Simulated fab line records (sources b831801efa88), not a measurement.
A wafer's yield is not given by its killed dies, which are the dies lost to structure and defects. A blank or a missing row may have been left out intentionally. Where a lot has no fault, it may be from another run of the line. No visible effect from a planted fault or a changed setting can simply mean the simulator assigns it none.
Problem report, 8D (eight disciplines) form, completed by code | flow gf180mcu | the parts of the form that need people (team, actions taken, sign-off) are left out

## 1. WHAT WENT WRONG
Wafers free of any fault read 16.46 ohm/sq (standard deviation 0.29) for SALICIDE_TIN_RS at GF_SALICIDE_RS_MEAS_04, against a mean of 14.88 ohm/sq on 6 wafers of 2 lots. Relative to the usual mean, that is a shift of -5.4 standard deviations.
The step: measures by four-point-probe.
Seen first at day 21 09:51 on filmMetro-03, wafer L137.1. The record holds 39 wafers of 13 lots with a number at this step. By rule, "out" or "out of limits" means more than 4 standard deviations away from the usual mean. All remaining wafers that have a number are taken as sound.

## 2. WHAT THIS IS AND IS NOT
question                    | is                         | is not
which readings at this step | SALICIDE_TIN_RS            | -
which lots                  | L136, L137                 | L121, L122, L123, L124, L125, L127, L129, L130, L131, L134, L138
which wafers of those lots  | all that have a number     | -
read on which gauges        | filmMetro-03, filmMetro-04 | filmMetro-01
when                        | from day 21 09:51          | up to then (30 sound wafers); but 3 sound wafers of L138 came after

## 3. SUSPECTS, AND WHAT RULES EACH OUT
Counting: a tool at a process step up to the reading stays a suspect if it ran every lot that is out and no sound lot after the first of them.
- the gauge at GF_SALICIDE_RS_MEAS_04 has been ruled out. 2 gauges (filmMetro-03, filmMetro-04) read the wafers that are out.
- rieSi-01 at GF_POLY_GATE_ETCH_13 (etches poly-Si in HBr/Cl2, stops on SiO2, target depth 198.5 nm, time 69.6 s): ruled out as a lasting fault. Sound lots L138 ran on it after its first lot that is out, L136 (day 14 01:24).
- pvdSputter-01 at GF_SALICIDE_SPUTTER_02 (material Co, target thk 10 nm, time 20 s): kept. Every lot that is out went through it, starting with L137 (day 21 09:47), and after that it ran no sound lot; the last sound lot it ran before then is L134 (day 20 05:07).
Left after counting: pvdSputter-01 at GF_SALICIDE_SPUTTER_02.

## 4. THE CAUSE (what the simulator had put in)
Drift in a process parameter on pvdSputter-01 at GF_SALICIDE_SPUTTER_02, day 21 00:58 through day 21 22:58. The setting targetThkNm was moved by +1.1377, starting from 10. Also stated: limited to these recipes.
This tool alone remained once counting was done.

## 5. THE CHAIN OF EFFECTS, in route order
Each row: a reading whose mean over the struck wafers that have a number lies more than 3 standard deviations from the usual. Scope: only readings with a usual standard deviation given in the record; hours: median across lots of the time from each lot's start at the first step in this table that gives one to its start at this step; sigmas: change in usual standard deviations.
hours | step                   | reading         | usual        | on struck wafers | change | sigmas
0     | GF_SALICIDE_RS_MEAS_04 | SALICIDE_TIN_RS | 16.46 ohm/sq | 14.88            | -1.58  | -5.4
Later measuring or inspecting steps at which every struck wafer that the step has a row for has a number for every such reading, and none has moved that far: GF_CONTACT_OVL_MEAS_15.

## 6. HOW IT WOULD HAVE BEEN CAUGHT EARLIER
In this record the first reading out of limits at a measuring or inspecting step was taken at day 21 09:51, 9 hours after the fault began at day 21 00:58.
An alarm limit of 4 standard deviations would not have fired on the tool readings at GF_SALICIDE_SPUTTER_02 for which the record gives a usual standard deviation, since none of them was out on any struck wafer.
L136, from the lots that are out (2), started GF_SALICIDE_SPUTTER_02 on pvdSputter-01 later than day 21 09:51. A hold on the tool at that time would have spared it.
